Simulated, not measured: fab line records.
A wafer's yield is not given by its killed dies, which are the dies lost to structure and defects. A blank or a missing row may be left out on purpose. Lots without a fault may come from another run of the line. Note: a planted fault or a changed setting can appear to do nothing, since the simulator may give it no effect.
fab line records | flow gf180mcu | part 1 of 2: steps 1 to 29 of 38
record: lots: 5 | wafers: 15 | last_day: 34
route steps=602 shown V4@476 MIM@503
lots that met no fault: taken from a fault-free run of the same line
start_h: hours from the record's opening day to when the first of the lot's shown wafers began | wait_h: time in hours since the lot's previous step | " as in the row above | L1.1+2: a single row standing in for several wafers | - no value present, or no start provided | * or withheld: withheld | < > ~ a bound
route shown NAME@n: NAME is a module with steps in the file, n the number in the route of the first one | usual: average and standard deviation across the fault-free wafers | same: alike in all rows | chamber/n: place in a boat | sites: each site's reading | _std_site: standard deviation of those values | _edge_site: the outer-site mean with the inner-site mean subtracted | radius_mm: for every site, how far away it sits from the centre of the wafer | mask NAME#n: copy n | behind: tool/chamber where the wafer was last shaped | hold: what put the lot on hold/how long, in hours/how the hold closed | device: the n, p or np transistor that did not switch | end of line: at the end of the route, the tests of the same wafers | step lacking rows: just its recipe | killed: the dies lost at the first sort to structure and to defects; this is not the yield of the wafer | map: shows each die of a wafer: x if killed, . if not, _ if none is there
set.NAME: the setting that was run; set.NAME@STEP: the one run at that earlier step | model.NAME: the simulator's own value behind a step, which no gauge read
lots at some steps of the route; a table a step, a row a wafer
services: from which hour (start_h, from the record's first day; less than 0 if before it) a tool's chamber was out of use, for how many hours, and why
== steps ==
step: GF_V4_CVD_00
recipe: material: SiO2 | target_thk_nm: 600 | sigma_open_frac: 0.3 | temp_c: 400 | time_s: 100 | sih4_flow_sccm: 60 | pressure_mtorr: 6
lot.wafer  | tool      | chamber | start_h | wait_h
L074.1+2+4 | hdpcvd-01 | 0,1,2   | 540.91  | 0.0
L086.1+3+6 | hdpcvd-02 | 0,1,2   | 643.50  | 0.0
L087.4+5+6 | hdpcvd-01 | 1,2,1   | 647.75  | 0.0
L095.4+5+6 | hdpcvd-01 | 0,2,1   | 704.81  | 0.0
L097.2+3+5 | hdpcvd-01 | 0,1,2   | 712.73  | 0.0
step: GF_V4_THK_MEAS_01
recipe: reads: SiO2_of_V4_CVD_00
usual: V4_CVD_00_THK: 596/6.7
lot.wafer | tool          | chamber | start_h | wait_h | V4_CVD_00_THK[nm]
L074.1    | film_metro-04 | -       | 540.99  | 0.0    | 600
L074.2    | "             | -       | "       | "      | 588
L074.4    | "             | -       | "       | "      | 593
L086.1    | film_metro-04 | -       | 643.58  | 0.0    | 603
L086.3    | "             | -       | "       | "      | 596
L086.6    | "             | -       | "       | "      | 603
L087.4    | film_metro-03 | -       | 647.85  | 0.1    | 596
L087.5    | "             | -       | "       | "      | 600
L087.6    | "             | -       | "       | "      | 593
L095.4    | film_metro-01 | -       | 704.88  | 0.0    | 611
L095.5    | "             | -       | "       | "      | 606
L095.6    | "             | -       | "       | "      | 602
L097.2    | film_metro-03 | -       | 712.81  | 0.0    | 599
L097.3    | "             | -       | "       | "      | 588
L097.5    | "             | -       | "       | "      | 592
step: GF_V4_CVD_02
recipe: material: SiO2 | target_thk_nm: 850 | precursor: TEOS | temp_c: 400 | time_s: 94.851 | rf_w: 600
usual: heater_power_w: 668/78
lot.wafer | tool     | chamber | start_h | wait_h | heater_power_w
L074.1    | pecvd-01 | 1       | 541.05  | 0.1    | 708
L074.2    | "        | 0       | "       | "      | 679
L074.4    | "        | 0       | "       | "      | 731
L086.1    | pecvd-01 | 2       | 643.64  | 0.1    | 663
L086.3    | "        | 1       | "       | "      | 600
L086.6    | "        | 2       | "       | "      | 710
L087.4    | pecvd-01 | 1       | 647.92  | 0.1    | 653
L087.5    | "        | 0       | "       | "      | 758
L087.6    | "        | 2       | "       | "      | 651
L095.4    | pecvd-03 | 2       | 704.94  | 0.1    | 677
L095.5    | "        | 0       | "       | "      | 646
L095.6    | "        | 1       | "       | "      | 623
L097.2    | pecvd-04 | 0       | 712.86  | 0.0    | 766
L097.3    | "        | 1       | "       | "      | 669
L097.5    | "        | 0       | "       | "      | 621
step: GF_V4_THK_MEAS_03
recipe: reads: SiO2_of_V4_CVD_02
usual: V4_CVD_02_THK: 853/11
lot.wafer | tool          | chamber | start_h | wait_h | V4_CVD_02_THK[nm]
L074.1    | film_metro-01 | -       | 541.12  | 0.0    | 834
L074.2    | "             | -       | "       | "      | 841
L074.4    | "             | -       | "       | "      | 850
L086.1    | film_metro-03 | -       | 643.71  | 0.0    | 844
L086.3    | "             | -       | "       | "      | 842
L086.6    | "             | -       | "       | "      | 862
L087.4    | film_metro-01 | -       | 647.98  | 0.0    | 867
L087.5    | "             | -       | "       | "      | 862
L087.6    | "             | -       | "       | "      | 869
L095.4    | film_metro-04 | -       | 705.01  | 0.0    | 869
L095.5    | "             | -       | "       | "      | 859
L095.6    | "             | -       | "       | "      | 868
L097.2    | film_metro-01 | -       | 712.94  | 0.0    | 846
L097.3    | "             | -       | "       | "      | 828
L097.5    | "             | -       | "       | "      | 853
step: GF_V4_CMP_04
recipe: material: SiO2 | down_force_psi: 4 | platen_rpm: 60 | pad_velocity_m_s: 0.94248
usual: motor_current_A: 11.4/0.7 | time_to_endpoint_s: 81/5.4
lot.wafer | tool   | chamber | start_h | wait_h | motor_current_A | time_to_endpoint_s
L074.2    | cmp-02 | 0       | 541.18  | 0.0    | 10.6            | 72
L074.1    | "      | 2       | "       | "      | 11.9            | 74
L074.4    | "      | 3       | "       | "      | 10.0            | 77
L086.3    | cmp-02 | 0       | 643.82  | 0.1    | 11.5            | 72
L086.1    | "      | 2       | "       | "      | 11.3            | 72
L086.6    | "      | 3       | "       | "      | 10.1            | 78
L087.4    | cmp-01 | 2       | 648.01  | 0.0    | 12.5            | 88
L087.6    | "      | 2       | "       | "      | 11.6            | 88
L087.5    | "      | 3       | "       | "      | 12.2            | 88
L095.4    | cmp-02 | 2       | 705.09  | 0.1    | 12.0            | 83
L095.6    | "      | 1       | "       | "      | 11.1            | 89
L095.5    | "      | 2       | "       | "      | 11.8            | 80
L097.2    | cmp-02 | 0       | 712.99  | 0.0    | 11.4            | 74
L097.3    | "      | 2       | "       | "      | 11.6            | 65
L097.5    | "      | 1       | "       | "      | 11.8            | 81
step: GF_V4_BOW_MEAS_05
recipe: mode: bow
usual: V4_BOW: 136/9.1
lot.wafer | tool          | chamber | start_h | wait_h | V4_BOW[um]
L074.1    | film_metro-04 | -       | 541.48  | 0.1    | 143
L074.2    | "             | -       | "       | "      | 146
L074.4    | "             | -       | "       | "      | 139
L086.1    | film_metro-03 | -       | 644.07  | 0.1    | 136
L086.3    | "             | -       | "       | "      | 141
L086.6    | "             | -       | "       | "      | 144
L087.4    | film_metro-01 | -       | 648.37  | 0.3    | 148
L087.5    | "             | -       | "       | "      | 141
L087.6    | "             | -       | "       | "      | 135
L095.4    | film_metro-01 | -       | 705.40  | 0.3    | 148
L095.5    | "             | -       | "       | "      | 155
L095.6    | "             | -       | "       | "      | 155
L097.2    | film_metro-01 | -       | 713.31  | 0.3    | 144
L097.3    | "             | -       | "       | "      | 138
L097.5    | "             | -       | "       | "      | 132
step: GF_V4_DEHYDRATE_06
recipe: temp_c: 200 | time_s: 60
lot.wafer  | tool           | chamber | start_h | wait_h
L074.1+2+4 | litho_track-01 | 0       | 552.55  | 11.0
L086.1+3+6 | litho_track-02 | 0       | 653.46  | 9.4
L087.4+5+6 | litho_track-01 | 0       | 657.52  | 9.1
L095.4+5+6 | litho_track-02 | 0       | 713.88  | 8.5
L097.2+3+5 | litho_track-02 | 0       | 721.98  | 8.7
step: GF_V4_HMDS_07
recipe: prime_time_s: 60 | prime_temp_c: 120
lot.wafer  | tool           | chamber | start_h | wait_h
L074.1+2+4 | litho_track-01 | 0       | 552.70  | 0.1
L086.1+3+6 | litho_track-02 | 0       | 653.61  | 0.1
L087.4+5+6 | litho_track-01 | 0       | 657.67  | 0.1
L095.4+5+6 | litho_track-02 | 0       | 714.03  | 0.1
L097.2+3+5 | litho_track-02 | 0       | 722.13  | 0.1
step: GF_V4_COAT_08
recipe: resist: BARC | temp_c: withheld | time_s: withheld | spin_rpm: withheld | resist_thk_nm: withheld
lot.wafer  | tool           | chamber | start_h | wait_h
L074.1+2+4 | litho_track-01 | 0       | 552.85  | 0.1
L086.1+3+6 | litho_track-02 | 0       | 653.76  | 0.1
L087.4+5+6 | litho_track-01 | 0       | 657.82  | 0.1
L095.4+5+6 | litho_track-02 | 0       | 714.18  | 0.1
L097.2+3+5 | litho_track-02 | 0       | 722.28  | 0.1
step: GF_V4_COAT_09
recipe: resist: KrF | spin_rpm: withheld | resist_thk_nm: 1000
lot.wafer  | tool           | chamber | start_h | wait_h
L074.1+2+4 | litho_track-01 | 0       | -       | -
L086.1+3+6 | litho_track-02 | 0       | -       | -
L087.4+5+6 | litho_track-01 | 0       | -       | -
L095.4+5+6 | litho_track-02 | 0       | -       | -
L097.2+3+5 | litho_track-02 | 0       | -       | -
step: GF_V4_SOFTBAKE_10
recipe: temp_c: 130 | time_s: 60 | resist: KrF
lot.wafer  | tool           | chamber | start_h | wait_h
L074.1+2+4 | litho_track-01 | 0       | -       | -
L086.1+3+6 | litho_track-02 | 0       | -       | -
L087.4+5+6 | litho_track-01 | 0       | -       | -
L095.4+5+6 | litho_track-02 | 0       | -       | -
L097.2+3+5 | litho_track-02 | 0       | -       | -
step: GF_V4_EXPOSE_11
recipe: mask_id: Via4 | target_cd_nm: 260 | na: 0.68 | source_shape: conventional | sigma_outer: 0.6 | dose_mj: 38
usual: focus_offset_nm: 0.0/0.55
lot.wafer | tool           | chamber | start_h | wait_h | mask   | focus_offset_nm
L074.1    | krf_scanner-01 | 0       | -       | -      | Via4#0 | 0.4
L074.2    | "              | 0       | "       | "      | Via4#0 | 0.0
L074.4    | "              | 0       | "       | "      | Via4#0 | 0.2
L086.1    | krf_scanner-01 | 0       | -       | -      | Via4#0 | -0.7
L086.3    | "              | 0       | "       | "      | Via4#0 | -0.4
L086.6    | "              | 0       | "       | "      | Via4#0 | -0.7
L087.4    | krf_scanner-02 | 0       | -       | -      | Via4#0 | 0.2
L087.5    | "              | 0       | "       | "      | Via4#0 | -0.1
L087.6    | "              | 0       | "       | "      | Via4#0 | 0.0
L095.4    | krf_scanner-02 | 0       | -       | -      | Via4#0 | 1.6
L095.5    | "              | 0       | "       | "      | Via4#0 | 0.7
L095.6    | "              | 0       | "       | "      | Via4#0 | 2.1
L097.2    | krf_scanner-02 | 0       | -       | -      | Via4#0 | 0.7
L097.3    | "              | 0       | "       | "      | Via4#0 | 0.3
L097.5    | "              | 0       | "       | "      | Via4#0 | -0.2
step: GF_V4_PEB_12
recipe: peb_temp_c: 135 | peb_time_s: 90 | resist: KrF
lot.wafer  | tool           | chamber | start_h | wait_h
L074.1+2+4 | litho_track-04 | 0       | -       | -
L086.1+3+6 | litho_track-04 | 0       | -       | -
L087.4+5+6 | litho_track-02 | 0       | -       | -
L095.4+5+6 | litho_track-04 | 0       | -       | -
L097.2+3+5 | litho_track-04 | 0       | -       | -
step: GF_V4_DEVELOP_13
recipe: develop_time_s: 60 | resist: KrF | dev_temp_c: 21
lot.wafer  | tool           | chamber | start_h | wait_h
L074.1+2+4 | litho_track-04 | 0       | 564.89  | 0.2
L086.1+3+6 | litho_track-04 | 0       | 663.43  | 0.2
L087.4+5+6 | litho_track-02 | 0       | 667.53  | 0.1
L095.4+5+6 | litho_track-04 | 0       | 723.71  | 0.1
L097.2+3+5 | litho_track-04 | 0       | 731.61  | 0.2
step: GF_V4_CD_MEAS_14
recipe: target_cd_nm: 260
usual: cd_nm: 260.1/1.2
lot.wafer | tool      | chamber | start_h | wait_h | cd_nm
L074.1    | cd_sem-02 | -       | 565.04  | 0.1    | 260.9
L074.2    | "         | -       | "       | "      | 261.1
L074.4    | "         | -       | "       | "      | 260.8
L086.1    | cd_sem-01 | -       | 663.58  | 0.1    | 260.3
L086.3    | "         | -       | "       | "      | 260.1
L086.6    | "         | -       | "       | "      | 260.9
L087.4    | cd_sem-02 | -       | 667.67  | 0.1    | 259.8
L087.5    | "         | -       | "       | "      | 260.5
L087.6    | "         | -       | "       | "      | 260.0
L095.4    | cd_sem-02 | -       | 723.84  | 0.1    | 259.7
L095.5    | "         | -       | "       | "      | 259.0
L095.6    | "         | -       | "       | "      | 258.6
L097.2    | cd_sem-01 | -       | 731.75  | 0.1    | 261.6
L097.3    | "         | -       | "       | "      | 262.0
L097.5    | "         | -       | "       | "      | 260.4
step: GF_V4_OVL_MEAS_15
usual: V4_OVL: 5/5.3
lot.wafer | tool       | chamber | start_h | wait_h | V4_OVL[nm]
L074.1    | overlay-01 | -       | 565.16  | 0.1    | 4
L074.2    | "          | -       | "       | "      | -3
L074.4    | "          | -       | "       | "      | -5
L086.1    | overlay-01 | -       | 663.70  | 0.1    | 0
L086.3    | "          | -       | "       | "      | 4
L086.6    | "          | -       | "       | "      | 0
L087.4    | overlay-01 | -       | 667.74  | 0.1    | 6
L087.5    | "          | -       | "       | "      | 10
L087.6    | "          | -       | "       | "      | 8
L095.4    | overlay-01 | -       | 723.92  | 0.1    | 1
L095.5    | "          | -       | "       | "      | 0
L095.6    | "          | -       | "       | "      | 12
L097.2    | overlay-02 | -       | 731.86  | 0.1    | 5
L097.3    | "          | -       | "       | "      | 5
L097.5    | "          | -       | "       | "      | 3
step: GF_V4_ETCH_16
recipe: chemistry: N2/H2 | target_depth_a: withheld | overetch_a: withheld | time_s: withheld | target: BARC | ion_energy_ev: 200 | source_w: 500 | bias_w: 100 | pressure_mtorr: 30 | n2_flow_sccm: 100 | h2_flow_sccm: 200
usual: chamber_pressure_mTorr: 30.001/0.029 | drypump_motor_current_A: 5.8/0.48 | oes_product_au: 0.855/0.0043 | throttle_valve_pct: 13.226/0.009
lot.wafer | tool        | chamber | start_h | wait_h | chamber_pressure_mTorr | drypump_motor_current_A | oes_product_au | throttle_valve_pct
L074.1    | rie_diel-03 | 3       | 565.19  | 0.0    | 29.962                 | 6.4                     | 0.852          | 13.227
L074.2    | "           | 1       | "       | "      | 30.001                 | 5.6                     | 0.864          | 13.231
L074.4    | "           | 3       | "       | "      | 30.008                 | 6.4                     | 0.856          | 13.211
L086.1    | rie_diel-01 | 1       | 663.74  | 0.0    | 30.014                 | 5.8                     | 0.860          | 13.222
L086.3    | "           | 2       | "       | "      | 30.005                 | 5.5                     | 0.856          | 13.226
L086.6    | "           | 3       | "       | "      | 29.996                 | 5.7                     | 0.859          | 13.232
L087.4    | rie_diel-03 | 0       | 667.76  | 0.0    | 29.997                 | 5.4                     | 0.850          | 13.217
L087.5    | "           | 0       | "       | "      | 29.979                 | 5.4                     | 0.854          | 13.229
L087.6    | "           | 3       | "       | "      | 30.038                 | 6.4                     | 0.852          | 13.227
L095.4    | rie_diel-04 | 1       | 723.94  | 0.0    | 29.986                 | 5.1                     | 0.851          | 13.212
L095.5    | "           | 0       | "       | "      | 30.000                 | 6.7                     | 0.854          | 13.214
L095.6    | "           | 1       | "       | "      | 30.024                 | 5.1                     | 0.860          | 13.227
L097.2    | rie_diel-04 | 1       | 731.89  | 0.0    | 30.050                 | 5.0                     | 0.853          | 13.211
L097.3    | "           | 2       | "       | "      | 29.979                 | 6.5                     | 0.854          | 13.226
L097.5    | "           | 1       | "       | "      | 29.976                 | 5.0                     | 0.857          | 13.236
step: GF_V4_ETCH_17
recipe: chemistry: C4F8/O2/Ar | mask_material: KrF | target: SiO2 | stop_on: TiN | source_w: 1500 | bias_w: 1200 | pressure_mtorr: 40 | c4f8_flow_sccm: withheld | O2_flow_sccm: 6 | Ar_flow_sccm: 300 | time_s: withheld | target_depth_a: 6300
usual: chamber_pressure_mTorr: 40.00/0.037 | oes_product_au: 0.857/0.0043
lot.wafer | tool        | chamber | start_h | wait_h | chamber_pressure_mTorr | oes_product_au
L074.1    | rie_diel-03 | 3       | -       | -      | 39.96                  | 0.854
L074.2    | "           | 1       | "       | "      | 40.05                  | 0.862
L074.4    | "           | 3       | "       | "      | 39.97                  | 0.858
L086.1    | rie_diel-01 | 1       | -       | -      | 40.01                  | 0.851
L086.3    | "           | 2       | "       | "      | 39.94                  | 0.853
L086.6    | "           | 3       | "       | "      | 39.97                  | 0.851
L087.4    | rie_diel-03 | 0       | -       | -      | 40.02                  | 0.851
L087.5    | "           | 0       | "       | "      | 39.97                  | 0.851
L087.6    | "           | 3       | "       | "      | 40.03                  | 0.860
L095.4    | rie_diel-04 | 1       | -       | -      | 39.92                  | 0.860
L095.5    | "           | 0       | "       | "      | 40.08                  | 0.860
L095.6    | "           | 1       | "       | "      | 40.00                  | 0.852
L097.2    | rie_diel-04 | 1       | -       | -      | 40.02                  | 0.861
L097.3    | "           | 2       | "       | "      | 40.00                  | 0.856
L097.5    | "           | 1       | "       | "      | 39.93                  | 0.857
step: GF_V4_STRIP_18
recipe: chemistry: O2/N2 | power_w: 1400 | pressure_mtorr: 1500 | platen_temp_c: 250 | o2_flow_sccm: 3000 | n2_flow_sccm: 300 | overash_fraction: 0.5
usual: chamber_pressure_mTorr: 1500.2/1.5 | drypump_motor_current_A: 5.7/0.37 | heater_power_w: 343/46 | oes_product_au: 0.593/0.0046
lot.wafer | tool            | chamber | start_h | wait_h | chamber_pressure_mTorr | drypump_motor_current_A | heater_power_w | oes_product_au | rf_hours_counter_h
L074.1    | plasma_asher-03 | 0       | 565.32  | -      | 1500.9                 | 5.9                     | 325            | 0.591          | 47
L074.2    | "               | 1       | "       | "      | 1501.2                 | 5.8                     | 377            | 0.589          | 47
L074.4    | "               | 1       | "       | "      | 1499.2                 | 5.8                     | 366            | 0.586          | -
L086.1    | plasma_asher-02 | 1       | 663.87  | -      | 1497.5                 | 5.8                     | 390            | 0.596          | 24
L086.3    | "               | 1       | "       | "      | 1498.0                 | 5.8                     | 389            | 0.595          | -
L086.6    | "               | 1       | "       | "      | 1500.8                 | 5.8                     | 413            | 0.596          | -
L087.4    | plasma_asher-03 | 0       | 667.93  | -      | 1498.2                 | 5.9                     | 327            | 0.590          | -
L087.5    | "               | 1       | "       | "      | 1498.3                 | 5.8                     | 379            | 0.587          | -
L087.6    | "               | 0       | "       | "      | 1500.6                 | 5.9                     | 317            | 0.596          | -
L095.4    | plasma_asher-03 | 0       | 724.10  | -      | 1501.3                 | 5.8                     | 324            | 0.592          | -
L095.5    | "               | 0       | "       | "      | 1500.8                 | 5.8                     | 322            | 0.591          | -
L095.6    | "               | 1       | "       | "      | 1502.8                 | 5.8                     | 380            | 0.590          | -
L097.2    | plasma_asher-03 | 1       | 732.02  | -      | 1499.9                 | 5.8                     | 381            | 0.595          | 64
L097.3    | "               | 0       | "       | "      | 1503.2                 | 5.9                     | 322            | 0.599          | -
L097.5    | "               | 0       | "       | "      | 1503.3                 | 5.9                     | 311            | 0.588          | -
step: GF_V4_STRIP_19
recipe: chemistry: post_etch_residue_remover | time_s: 1200 | temp_c: 72.5
usual: bath_guard_temp_C: 72.3/0.44
lot.wafer | tool         | chamber | start_h | wait_h | bath_guard_temp_C
L074.1    | wet_bench-03 | 2       | 565.42  | 0.1    | 71.5
L074.2    | "            | 2       | "       | "      | 71.6
L074.4    | "            | 2       | "       | "      | 71.9
L086.1    | wet_bench-03 | 1       | 663.97  | 0.1    | 72.0
L086.3    | "            | 1       | "       | "      | 72.0
L086.6    | "            | 1       | "       | "      | 72.1
L087.4    | wet_bench-03 | 2       | 667.99  | 0.0    | 71.7
L087.5    | "            | 2       | "       | "      | 71.7
L087.6    | "            | 2       | "       | "      | 71.6
L095.4    | wet_bench-01 | 0       | 724.17  | 0.0    | 72.3
L095.5    | "            | 0       | "       | "      | 72.3
L095.6    | "            | 0       | "       | "      | 72.3
L097.2    | wet_bench-02 | 1       | 732.12  | 0.1    | 72.8
L097.3    | "            | 1       | "       | "      | 73.0
L097.5    | "            | 1       | "       | "      | 73.0
step: GF_V4_CLEAN_20
recipe: chemistry: DIW | dry: n2_spin
lot.wafer  | tool         | chamber | start_h | wait_h
L074.1+2+4 | wet_bench-01 | 3       | 565.79  | 0.0
L086.1+3+6 | wet_bench-01 | 3       | 664.31  | 0.0
L087.4+5+6 | wet_bench-03 | 0       | 668.33  | 0.0
L095.4+5+6 | wet_bench-01 | 0       | 724.54  | 0.0
L097.2+3+5 | wet_bench-03 | 0       | 732.46  | 0.0
step: GF_V4_SPUTTER_21
recipe: material: Ti | target_thk_nm: 15 | chamber_pressure_pa: 5 | power_w: 2500 | substrate_temp_c: 200 | time_s: 80.02
usual: throttle_valve_pct: 30.4/1.2
lot.wafer | tool           | chamber | start_h | wait_h | throttle_valve_pct
L074.1    | pvd_sputter-02 | -       | 565.89  | 0.0    | 29.1
L074.2    | "              | -       | "       | "      | 29.7
L074.4    | "              | -       | "       | "      | 31.0
L086.1    | pvd_sputter-01 | -       | 664.40  | 0.0    | 30.3
L086.3    | "              | -       | "       | "      | 29.9
L086.6    | "              | -       | "       | "      | 33.2
L087.4    | pvd_sputter-02 | -       | 668.43  | 0.0    | 29.9
L087.5    | "              | -       | "       | "      | 29.1
L087.6    | "              | -       | "       | "      | 29.7
L095.4    | pvd_sputter-03 | -       | 724.64  | 0.0    | 30.0
L095.5    | "              | -       | "       | "      | 29.0
L095.6    | "              | -       | "       | "      | 31.3
L097.2    | pvd_sputter-03 | -       | 732.55  | 0.0    | 31.4
L097.3    | "              | -       | "       | "      | 29.9
L097.5    | "              | -       | "       | "      | 31.5
step: GF_V4_SPUTTER_22
recipe: material: TiN | target_thk_nm: 10 | chamber_pressure_pa: 5 | power_w: 4000 | time_s: 40
usual: throttle_valve_pct: 30.4/1.2
lot.wafer | tool           | chamber | start_h | wait_h | throttle_valve_pct
L074.1    | pvd_sputter-02 | -       | 565.95  | 0.0    | 29.4
L074.2    | "              | -       | "       | "      | 29.7
L074.4    | "              | -       | "       | "      | 31.2
L086.1    | pvd_sputter-01 | -       | 664.46  | 0.0    | 30.2
L086.3    | "              | -       | "       | "      | 30.0
L086.6    | "              | -       | "       | "      | 33.1
L087.4    | pvd_sputter-02 | -       | 668.49  | 0.0    | 29.5
L087.5    | "              | -       | "       | "      | 28.9
L087.6    | "              | -       | "       | "      | 29.8
L095.4    | pvd_sputter-03 | -       | 724.70  | 0.0    | 29.8
L095.5    | "              | -       | "       | "      | 28.8
L095.6    | "              | -       | "       | "      | 31.4
L097.2    | pvd_sputter-03 | -       | 732.61  | 0.0    | 31.1
L097.3    | "              | -       | "       | "      | 30.0
L097.5    | "              | -       | "       | "      | 31.4
step: GF_V4_CVD_23
recipe: material: W | target_thk_nm: 350 | time_s: 104.9 | temp_c: 400 | pressure_torr: 40
usual: heater_power_w: 794/130
lot.wafer | tool     | chamber | start_h | wait_h | heater_power_w
L074.1    | cvd_w-01 | 0       | 565.99  | 0.0    | 668
L074.2    | "        | 1       | "       | "      | 786
L074.4    | "        | 0       | "       | "      | 660
L086.1    | cvd_w-01 | 1       | 664.50  | 0.0    | 793
L086.3    | "        | 0       | "       | "      | 672
L086.6    | "        | 1       | "       | "      | 752
L087.4    | cvd_w-01 | 1       | 668.57  | 0.1    | 767
L087.5    | "        | 1       | "       | "      | 764
L087.6    | "        | 0       | "       | "      | 686
L095.4    | cvd_w-01 | 0       | 724.78  | 0.1    | 685
L095.5    | "        | 0       | "       | "      | 685
L095.6    | "        | 1       | "       | "      | 803
L097.2    | cvd_w-01 | 1       | 732.65  | 0.0    | 801
L097.3    | "        | 1       | "       | "      | 774
L097.5    | "        | 0       | "       | "      | 679
step: GF_V4_RS_MEAS_24
recipe: thk_meas_gauge: four-point-probe | reads: W_of_V4_CVD_23+TiN_of_V4_SPUTTER_22+Ti_of_V4_SPUTTER_21
usual: V4_W_RS: 0.323/0.0069
lot.wafer | tool          | chamber | start_h | wait_h | V4_W_RS[ohm/sq]
L074.1    | film_metro-04 | -       | 566.11  | 0.1    | 0.320
L074.2    | "             | -       | "       | "      | 0.333
L074.4    | "             | -       | "       | "      | 0.320
L086.1    | film_metro-03 | -       | 664.62  | 0.1    | 0.332
L086.3    | "             | -       | "       | "      | 0.313
L086.6    | "             | -       | "       | "      | 0.329
L087.4    | film_metro-03 | -       | 668.71  | 0.1    | 0.329
L087.5    | "             | -       | "       | "      | 0.331
L087.6    | "             | -       | "       | "      | 0.313
L095.4    | film_metro-04 | -       | 724.91  | 0.1    | 0.309
L095.5    | "             | -       | "       | "      | 0.312
L095.6    | "             | -       | "       | "      | 0.321
L097.2    | film_metro-01 | -       | 732.78  | 0.1    | 0.333
L097.3    | "             | -       | "       | "      | 0.333
L097.5    | "             | -       | "       | "      | 0.319
step: GF_V4_THK_MEAS_25
recipe: thk_meas_gauge: xrf | reads: W_of_V4_CVD_23
usual: V4_W_THK: 350/8.3
lot.wafer | tool          | chamber | start_h | wait_h | V4_W_THK[nm]
L074.1    | film_metro-04 | -       | 566.23  | 0.1    | 348
L074.2    | "             | -       | "       | "      | 331
L074.4    | "             | -       | "       | "      | 348
L086.1    | film_metro-03 | -       | 664.74  | 0.1    | 346
L086.3    | "             | -       | "       | "      | 368
L086.6    | "             | -       | "       | "      | 351
L087.4    | film_metro-03 | -       | 668.80  | 0.1    | 349
L087.5    | "             | -       | "       | "      | 347
L087.6    | "             | -       | "       | "      | 365
L095.4    | film_metro-04 | -       | 725.00  | 0.1    | 363
L095.5    | "             | -       | "       | "      | 359
L095.6    | "             | -       | "       | "      | 348
L097.2    | film_metro-01 | -       | 732.89  | 0.1    | 340
L097.3    | "             | -       | "       | "      | 340
L097.5    | "             | -       | "       | "      | 355
step: GF_V4_CMP_26
recipe: stop_on: SiO2 | down_force_psi: 3.5 | platen_rpm: 60 | t_overpolish_s: 15 | target_thk_nm: 0 | pad_velocity_m_s: 0.94248
usual: motor_current_A: 10.6/0.67 | overpolish_run_s: 15.000/0.0094 | time_to_endpoint_s: 85/3.3
lot.wafer | tool   | chamber | start_h | wait_h | motor_current_A | overpolish_run_s | time_to_endpoint_s
L074.1    | cmp-01 | 2       | 566.29  | 0.1    | 10.4            | 14.992           | 83
L074.4    | "      | 0       | "       | "      | 12.1            | 15.006           | 83
L074.2    | "      | 1       | "       | "      | 9.8             | 15.006           | 87
L086.3    | cmp-01 | 2       | 664.85  | 0.1    | 10.5            | 15.011           | 85
L086.1    | "      | 0       | "       | "      | 12.0            | 15.001           | 84
L086.6    | "      | 2       | "       | "      | 11.0            | 15.009           | 80
L087.4    | cmp-01 | 3       | 668.88  | 0.1    | 10.8            | 14.997           | 85
L087.5    | "      | 2       | "       | "      | 11.0            | 15.005           | 80
L087.6    | "      | 3       | "       | "      | 10.7            | 14.995           | 86
L095.4    | cmp-02 | 1       | 725.08  | 0.1    | 10.5            | 14.991           | 91
L095.5    | "      | 0       | "       | "      | 9.8             | 15.015           | 86
L095.6    | "      | 1       | "       | "      | 10.7            | 15.010           | 90
L097.3    | cmp-01 | 3       | 733.04  | 0.1    | 10.5            | 14.995           | 84
L097.2    | "      | 0       | "       | "      | 11.2            | 15.025           | 84
L097.5    | "      | 1       | "       | "      | 9.7             | 14.990           | 87
step: GF_MIM_SPUTTER_00
recipe: material: Ti | target_thk_nm: 37.5 | arriving_ion_energy_ev: 80 | substrate_temp_c: 200 | chamber_pressure_pa: 2 | power_w: 4000 | time_s: 150
usual: throttle_valve_pct: 30.4/0.98
lot.wafer | tool           | chamber | start_h | wait_h | throttle_valve_pct
L074.1    | pvd_sputter-03 | -       | 566.59  | 0.2    | 30.1
L074.2    | "              | -       | "       | "      | 31.4
L074.4    | "              | -       | "       | "      | 30.6
L086.1    | pvd_sputter-04 | -       | 665.10  | 0.1    | 30.3
L086.3    | "              | -       | "       | "      | 29.7
L086.6    | "              | -       | "       | "      | 30.2
L087.4    | pvd_sputter-03 | -       | 669.13  | 0.2    | 30.6
L087.5    | "              | -       | "       | "      | 30.7
L087.6    | "              | -       | "       | "      | 31.6
L095.4    | pvd_sputter-04 | -       | 725.33  | 0.2    | 30.2
L095.5    | "              | -       | "       | "      | 30.0
L095.6    | "              | -       | "       | "      | 29.8
L097.2    | pvd_sputter-03 | -       | 733.24  | 0.1    | 30.3
L097.3    | "              | -       | "       | "      | 31.4
L097.5    | "              | -       | "       | "      | 30.1
step: GF_MIM_SPUTTER_01
recipe: material: TiN | target_thk_nm: 30 | power_w: 6500 | time_s: 25 | chamber_pressure_pa: 0.4
usual: throttle_valve_pct: 30.4/1
lot.wafer | tool           | chamber | start_h | wait_h | throttle_valve_pct
L074.1    | pvd_sputter-03 | -       | 566.69  | 0.1    | 30.0
L074.2    | "              | -       | "       | "      | 31.1
L074.4    | "              | -       | "       | "      | 30.5
L086.1    | pvd_sputter-04 | -       | 665.20  | 0.1    | 30.3
L086.3    | "              | -       | "       | "      | 29.7
L086.6    | "              | -       | "       | "      | 30.2
L087.4    | pvd_sputter-03 | -       | 669.23  | 0.1    | 30.2
L087.5    | "              | -       | "       | "      | 30.5
L087.6    | "              | -       | "       | "      | 31.4
L095.4    | pvd_sputter-04 | -       | 725.43  | 0.1    | 30.3
L095.5    | "              | -       | "       | "      | 29.9
L095.6    | "              | -       | "       | "      | 29.9
L097.2    | pvd_sputter-03 | -       | 733.34  | 0.1    | 30.4
L097.3    | "              | -       | "       | "      | 31.5
L097.5    | "              | -       | "       | "      | 30.1
